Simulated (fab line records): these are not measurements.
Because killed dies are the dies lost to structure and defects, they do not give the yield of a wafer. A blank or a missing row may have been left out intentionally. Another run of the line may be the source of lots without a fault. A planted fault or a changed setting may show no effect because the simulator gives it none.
fab line records	flow sky130
record lots=14	wafers=42	last-day=50
route steps=708 shown CAPM@541 METAL3@563
lots untouched by any fault: they come from a run of this same line in which no faults occurred
start-h: hours from the record's first day to the start of the lot's first wafer shown	wait-h: hours elapsed since this lot's preceding step	" the same as in the row above	L1.1+2: a single row standing in for several wafers	- no value, or no start was given	* or withheld: withheld	< > ~ a bound
route shown NAME@n: a module of which the file shows steps, and the number in the route of the first	usual: the fault-free wafers' mean and standard deviation	same: alike in all rows	chamber/n: place in a boat	sites: each site's reading	_std_site: how widely they spread, as a standard deviation	_edge_site: the outer-site mean with the inner-site mean subtracted	radius-mm: how far each site lies from the wafer's centre	mask NAME#n: copy n	behind: the most recent tool/chamber to have shaped the wafer	hold: cause of the lot's hold/its duration in hours/its outcome	device: transistor that didn't switch, given as n, p or np	end of line: the tests these same wafers got at the end of their route	a step with no rows: only its recipe	killed: not the wafer's yield, but the dies lost to structure and defects at the first sort	map: a wafer's dies, x killed, . not, _ none there
set.NAME: the run value of the setting; set.NAME@STEP: its run value at that earlier step	model.NAME: the simulator's own value behind a step, which no gauge read
steps of the route over a sample of lots; a table a step, a row a wafer
services: a tool's chamber out of use, with start hour (start-h, from the record's first day; less than 0 if before it), hours out, and reason
## steps
# step SKY_CAPM_THK_MEAS_04
# recipe thk-meas-gauge=xrf	reads=TiN_of_CAPM_SPUTTER_02
# usual CAPM_TIN_THK=202.4/2
lot.wafer	tool	chamber	start-h	wait-h	CAPM_TIN_THK[nm]
L387.3	film-metro-01	-	866.66	0.1	199.3
L387.4	"	-	"	"	198.7
L387.6	"	-	"	"	201.0
L388.1	film-metro-04	-	869.38	0.1	204.4
L388.5	"	-	"	"	201.9
L388.6	"	-	"	"	204.6
L389.1	film-metro-01	-	883.83	0.1	203.6
L389.4	"	-	"	"	204.3
L389.5	"	-	"	"	206.8
L390.1	film-metro-04	-	897.98	0.1	201.0
L390.4	"	-	"	"	203.2
L390.5	"	-	"	"	201.6
L391.4	film-metro-01	-	898.57	0.1	200.8
L391.5	"	-	"	"	200.5
L391.6	"	-	"	"	201.1
L392.1	film-metro-01	-	900.83	0.1	198.7
L392.2	"	-	"	"	199.5
L392.3	"	-	"	"	198.5
L394.1	film-metro-01	-	917.08	0.1	203.7
L394.2	"	-	"	"	202.7
L394.6	"	-	"	"	202.6
L395.1	film-metro-04	-	918.23	0.1	203.2
L395.3	"	-	"	"	201.3
L395.4	"	-	"	"	204.0
L399.2	film-metro-03	-	947.62	0.1	204.4
L399.3	"	-	"	"	203.9
L399.5	"	-	"	"	202.4
L402.3	film-metro-03	-	975.75	0.1	201.5
L402.4	"	-	"	"	202.9
L402.5	"	-	"	"	203.2
L404.1	film-metro-03	-	994.23	0.1	202.0
L404.2	"	-	"	"	201.8
L404.3	"	-	"	"	200.8
L406.1	film-metro-04	-	995.38	0.1	204.0
L406.2	"	-	"	"	201.6
L406.4	"	-	"	"	203.8
L407.1	film-metro-01	-	1002.48	0.1	200.5
L407.4	"	-	"	"	201.6
L407.5	"	-	"	"	203.0
L408.1	film-metro-01	-	1010.08	0.1	204.9
L408.4	"	-	"	"	202.9
L408.6	"	-	"	"	202.9
# step SKY_METAL3_CD_MEAS_13
# recipe target-cd-nm=300
# usual cd-nm=299.6/1.1
lot.wafer	tool	chamber	start-h	wait-h	cd-nm
L387.3	cd-sem-01	-	917.23	-	301.1
L387.4	"	-	"	"	301.6
L387.6	"	-	"	"	300.2
L388.1	cd-sem-01	-	919.59	-	300.7
L388.5	"	-	"	"	299.2
L388.6	"	-	"	"	299.0
L389.1	cd-sem-01	-	934.03	-	299.6
L389.4	"	-	"	"	300.0
L389.5	"	-	"	"	299.6
L390.1	cd-sem-01	-	947.83	-	299.0
L390.4	"	-	"	"	298.2
L390.5	"	-	"	"	298.9
L391.4	cd-sem-01	-	948.59	-	301.0
L391.5	"	-	"	"	301.1
L391.6	"	-	"	"	301.5
L392.1	cd-sem-02	-	951.30	-	300.1
L392.2	"	-	"	"	298.7
L392.3	"	-	"	"	300.1
L394.1	cd-sem-02	-	966.09	-	299.2
L394.2	"	-	"	"	297.9
L394.6	"	-	"	"	299.5
L395.1	cd-sem-01	-	967.38	-	299.7
L395.3	"	-	"	"	300.9
L395.4	"	-	"	"	300.3
L399.2	cd-sem-02	-	996.35	-	297.8
L399.3	"	-	"	"	298.1
L399.5	"	-	"	"	298.4
L402.3	cd-sem-01	-	1022.57	-	300.0
L402.4	"	-	"	"	298.1
L402.5	"	-	"	"	299.0
L404.1	cd-sem-02	-	1039.29	-	299.6
L404.2	"	-	"	"	299.5
L404.3	"	-	"	"	300.4
L406.1	cd-sem-01	-	1042.38	-	300.7
L406.2	"	-	"	"	300.3
L406.4	"	-	"	"	299.7
L407.1	cd-sem-01	-	1048.49	-	300.3
L407.4	"	-	"	"	299.3
L407.5	"	-	"	"	300.5
L408.1	cd-sem-01	-	1054.99	-	299.1
L408.4	"	-	"	"	298.6
L408.6	"	-	"	"	300.3
# step SKY_METAL3_ETCH_17
# recipe target=SiO2	stop-on=TiN	chemistry=C4F8/O2/Ar	source-w=1500	bias-w=1200	pressure-mtorr=40	c4f8-flow-sccm=withheld	O2_flow_sccm=6	Ar_flow_sccm=300	time-s=3.9	target-depth-a=150
# usual oes-product-au=0.755/0.0072	rf-fwd-power-W=1467/7.3
lot.wafer	tool	chamber	start-h	wait-h	oes-product-au	rf-fwd-power-W	rf-hours-counter-h
L387.3	rie-diel-03	2	917.47	0.0	0.758	1453	21
L387.4	"	3	"	"	0.749	1467	24
L387.6	"	2	"	"	0.758	1457	-
L388.1	rie-diel-04	3	919.87	0.1	0.744	1467	12
L388.5	"	1	"	"	0.761	1466	-
L388.6	"	2	"	"	0.751	1460	-
L389.1	rie-diel-01	1	934.32	0.1	0.761	1461	10
L389.4	"	3	"	"	0.768	1466	11
L389.5	"	2	"	"	0.761	1464	-
L390.1	rie-diel-04	2	948.12	0.1	0.761	1472	10
L390.4	"	3	"	"	0.761	1459	13
L390.5	"	1	"	"	0.768	1465	-
L391.4	rie-diel-01	3	948.82	0.0	0.753	1460	12
L391.5	"	1	"	"	0.758	1468	-
L391.6	"	0	"	"	0.768	1470	-
L392.1	rie-diel-01	3	951.59	0.1	0.745	1453	12
L392.2	"	0	"	"	0.744	1474	12
L392.3	"	1	"	"	0.757	1477	10
L394.1	rie-diel-01	3	966.37	0.1	0.755	1463	12
L394.2	"	2	"	"	0.762	1464	18
L394.6	"	2	"	"	0.764	1472	-
L395.1	rie-diel-01	0	967.67	0.1	0.759	1475	12
L395.3	"	1	"	"	0.756	1458	11
L395.4	"	3	"	"	0.757	1458	12
L399.2	rie-diel-04	0	996.62	0.1	0.750	1477	4
L399.3	"	1	"	"	0.754	1456	16
L399.5	"	0	"	"	0.767	1485	-
L402.3	rie-diel-03	2	1022.82	0.0	0.753	1464	24
L402.4	"	0	"	"	0.746	1468	6
L402.5	"	2	"	"	0.749	1463	-
L404.1	rie-diel-03	0	1039.57	0.1	0.748	1464	6
L404.2	"	3	"	"	0.747	1473	28
L404.3	"	2	"	"	0.748	1465	25
L406.1	rie-diel-04	1	1042.67	0.1	0.747	1477	17
L406.2	"	0	"	"	0.756	1470	6
L406.4	"	2	"	"	0.760	1464	13
L407.1	rie-diel-04	0	1048.82	0.1	0.757	1474	6
L407.4	"	2	"	"	0.759	1466	14
L407.5	"	2	"	"	0.751	1461	-
L408.1	rie-diel-04	2	1055.27	0.1	0.748	1465	14
L408.4	"	1	"	"	0.752	1463	18
L408.6	"	0	"	"	0.751	1482	-
# step SKY_METAL3_METAL_ETCH_18
# recipe target-depth-a=8450	stop-on=SiO2	over-etch-frac=0.3	time-s=183.1	chemistry=Cl2/BCl3	resist-sidewall-deg=88	pressure-mtorr=10	icp-w=900	bias-w=48.5	Cl2_flow_sccm=60	bcl3-flow-sccm=30
# usual drypump-motor-current-A=5.62/0.26	oes-product-au=0.877/0.0061	rf-fwd-power-W=897.2/2.6	throttle-valve-pct=22.264/0.0095
lot.wafer	tool	chamber	start-h	wait-h	drypump-motor-current-A	oes-product-au	rf-fwd-power-W	rf-hours-counter-h	throttle-valve-pct
L387.3	rie-metal-03	1	917.55	0.1	5.71	0.868	897.8	-	22.254
L387.4	"	0	"	"	5.46	0.884	894.8	-	22.279
L387.6	"	1	"	"	5.71	0.882	899.6	-	22.264
L388.1	rie-metal-02	1	919.89	0.0	5.63	0.875	895.6	7	22.264
L388.5	"	1	"	"	5.64	0.878	897.2	-	22.270
L388.6	"	0	"	"	5.05	0.885	898.1	-	22.279
L389.1	rie-metal-02	1	934.34	0.0	5.66	0.877	898.1	7	22.281
L389.4	"	0	"	"	5.09	0.878	898.0	-	22.269
L389.5	"	1	"	"	5.64	0.876	899.1	-	22.278
L390.1	rie-metal-03	1	948.14	0.0	5.72	0.871	902.7	10	22.261
L390.4	"	1	"	"	5.71	0.885	898.4	-	22.263
L390.5	"	1	"	"	5.72	0.874	900.0	-	22.281
L391.4	rie-metal-03	0	948.90	0.1	5.44	0.880	895.4	-	22.260
L391.5	"	1	"	"	5.71	0.882	895.0	-	22.268
L391.6	"	0	"	"	5.46	0.864	893.9	-	22.259
L392.1	rie-metal-04	1	951.61	0.0	5.69	0.869	900.5	3	22.262
L392.2	"	0	"	"	5.92	0.882	900.7	10	22.273
L392.3	"	1	"	"	5.69	0.890	902.4	-	22.247
L394.1	rie-metal-04	0	966.39	0.0	5.93	0.875	897.5	10	22.263
L394.2	"	1	"	"	5.68	0.875	899.8	3	22.268
L394.6	"	1	"	"	5.68	0.881	898.0	-	22.266
L395.1	rie-metal-04	1	967.69	0.0	5.70	0.882	895.6	4	22.260
L395.3	"	1	"	"	5.67	0.874	898.7	-	22.265
L395.4	"	0	"	"	5.94	0.886	895.2	-	22.271
L399.2	rie-metal-03	1	996.70	0.1	5.72	0.878	898.1	-	22.261
L399.3	"	1	"	"	5.72	0.877	898.4	-	22.258
L399.5	"	1	"	"	5.70	0.870	894.5	-	22.287
L402.3	rie-metal-02	0	1022.90	0.1	5.07	0.879	894.8	-	22.264
L402.4	"	1	"	"	5.60	0.867	901.8	-	22.273
L402.5	"	1	"	"	5.64	0.868	899.1	-	22.278
L404.1	rie-metal-02	1	1039.59	0.0	5.64	0.880	897.2	15	22.281
L404.2	"	0	"	"	5.05	0.875	897.9	21	22.279
L404.3	"	0	"	"	5.08	0.871	896.1	-	22.267
L406.1	rie-metal-04	1	1042.69	0.0	5.66	0.875	897.2	6	22.257
L406.2	"	0	"	"	5.93	0.872	902.7	13	22.278
L406.4	"	0	"	"	5.92	0.878	898.4	-	22.266
L407.1	rie-metal-03	0	1048.84	0.0	5.51	0.883	897.0	12	22.269
L407.4	"	1	"	"	5.72	0.884	893.0	-	22.262
L407.5	"	0	"	"	5.49	0.880	898.8	-	22.258
L408.1	rie-metal-04	0	1055.29	0.0	5.94	0.879	896.7	14	22.273
L408.4	"	1	"	"	5.67	0.868	899.1	-	22.263
L408.6	"	0	"	"	5.95	0.873	896.6	-	22.255
# step SKY_METAL3_STRIP_19
# recipe chemistry=O2/N2	power-w=1400	pressure-mtorr=1500	platen-temp-c=withheld	o2-flow-sccm=3000	n2-flow-sccm=300	overash-fraction=0.5
# usual drypump-motor-current-A=5.6/0.44	oes-product-au=0.503/0.0054	strip-time-to-endpoint-s=6.54/0.066
lot.wafer	tool	chamber	start-h	wait-h	drypump-motor-current-A	oes-product-au	rf-hours-counter-h	strip-time-to-endpoint-s
L387.3	plasma-asher-03	0	917.70	0.1	5.9	0.499	-	6.47
L387.4	"	1	"	"	6.2	0.496	-	6.49
L387.6	"	1	"	"	6.2	0.497	-	6.51
L388.1	plasma-asher-03	1	920.07	0.1	6.2	0.501	51	6.51
L388.5	"	1	"	"	6.1	0.497	-	6.51
L388.6	"	0	"	"	5.9	0.494	-	6.49
L389.1	plasma-asher-04	1	934.52	0.1	5.5	0.501	18	6.51
L389.4	"	1	"	"	5.5	0.491	-	6.46
L389.5	"	1	"	"	5.6	0.503	-	6.54
L390.1	plasma-asher-04	0	948.32	0.1	5.9	0.503	19	6.60
L390.4	"	0	"	"	5.9	0.506	-	6.63
L390.5	"	0	"	"	5.9	0.497	-	6.54
L391.4	plasma-asher-03	1	949.05	0.1	6.1	0.503	-	6.65
L391.5	"	0	"	"	5.9	0.508	-	6.67
L391.6	"	1	"	"	6.1	0.513	-	6.69
L392.1	plasma-asher-03	0	951.79	0.1	5.9	0.508	54	6.48
L392.2	"	1	"	"	6.2	0.494	54	6.51
L392.3	"	0	"	"	5.9	0.498	-	6.46
L394.1	plasma-asher-04	0	966.57	0.1	6.0	0.503	21	6.50
L394.2	"	1	"	"	5.6	0.499	21	6.42
L394.6	"	0	"	"	6.0	0.504	-	6.52
L395.1	plasma-asher-04	0	967.87	0.1	5.9	0.495	21	6.45
L395.3	"	0	"	"	5.9	0.493	-	6.41
L395.4	"	1	"	"	5.6	0.496	-	6.49
L399.2	plasma-asher-02	0	996.99	0.2	5.5	0.498	86	6.57
L399.3	"	0	"	"	5.5	0.502	-	6.52
L399.5	"	1	"	"	4.9	0.502	-	6.59
L402.3	plasma-asher-02	0	1023.05	0.1	5.5	0.354	-	2.91
L402.4	"	1	"	"	4.9	0.499	-	6.56
L402.5	"	1	"	"	4.9	0.495	-	6.51
L404.1	plasma-asher-04	0	1039.77	0.1	5.9	0.509	28	6.63
L404.2	"	1	"	"	5.6	0.518	28	6.70
L404.3	"	0	"	"	6.0	0.357	-	3.05
L406.1	plasma-asher-02	1	1042.87	0.1	4.9	0.502	90	6.51
L406.2	"	0	"	"	5.5	0.501	90	6.53
L406.4	"	0	"	"	5.5	0.500	-	6.52
L407.1	plasma-asher-02	1	1049.01	0.1	4.9	0.505	91	6.54
L407.4	"	0	"	"	5.5	0.496	-	6.68
L407.5	"	1	"	"	4.9	0.503	-	6.50
L408.1	plasma-asher-03	1	1055.47	0.1	6.2	0.504	64	6.60
L408.4	"	1	"	"	6.2	0.492	-	6.47
L408.6	"	0	"	"	5.9	0.513	-	6.59
## services
tool	chamber	start-h	hours	kind
rie-diel-03	0	903.62	5.7	repair
plasma-asher-03	-	911.29	0.5	repair
plasma-asher-02	-	920.26	4.9	repair
rie-diel-03	3	925.51	4.9	repair
rie-diel-03	2	925.74	4.4	repair
rie-diel-01	1	936.36	6.8	repair
rie-diel-01	0	936.99	10.5	repair
rie-diel-01	-	947.55	1.0	repair
rie-diel-03	3	948.16	7.0	repair
rie-diel-03	-	952.17	8.2	repair
rie-metal-02	-	957.62	2.8	pm
plasma-asher-03	-	966.84	2.2	repair
rie-diel-01	0	984.41	1.3	repair
rie-metal-04	-	989.14	4.4	repair
rie-metal-03	0	996.43	9.7	repair
rie-metal-03	-	997.88	1.4	pm
rie-diel-01	-	1002.27	4.0	pm
rie-metal-04	-	1002.80	28.1	pm
rie-metal-03	-	1014.17	28.1	pm
rie-diel-03	2	1016.50	4.0	repair
rie-diel-04	1	1018.23	3.6	repair
rie-diel-03	1	1037.33	15.0	repair
## key
first-sign step=SKY_METAL3_STRIP_19	reading=strip-time-to-endpoint-s	direction=down	sigmas=54	usual=*	struck=*
effect step=SKY_METAL3_STRIP_19	reading=oes-product-au	direction=down	sigmas=27	usual=0.503	struck=0.355
met-at SKY_METAL3_METAL_ETCH_18
struck-lots L402,L404
struck-wafers L402.3,L404.3
sort-left-out L402.3,L404.3
not-acting-at SKY_CAPM_THK_MEAS_04,SKY_METAL3_CD_MEAS_13,SKY_METAL3_ETCH_17
onset-between 934.34 1022.90
fault kind=process-parameter-drift	tool=rie-metal-02	chamber=-	onset-h=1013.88	steps=SKY_METAL3_METAL_ETCH_18	channel=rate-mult	offset=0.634	shape=step	end-h=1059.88	scope=struck-wafers-only
# sort-left-out: the simulated sort isn't trusted on such a fault, so these wafers' sort isn't shown, and their yield isn't known
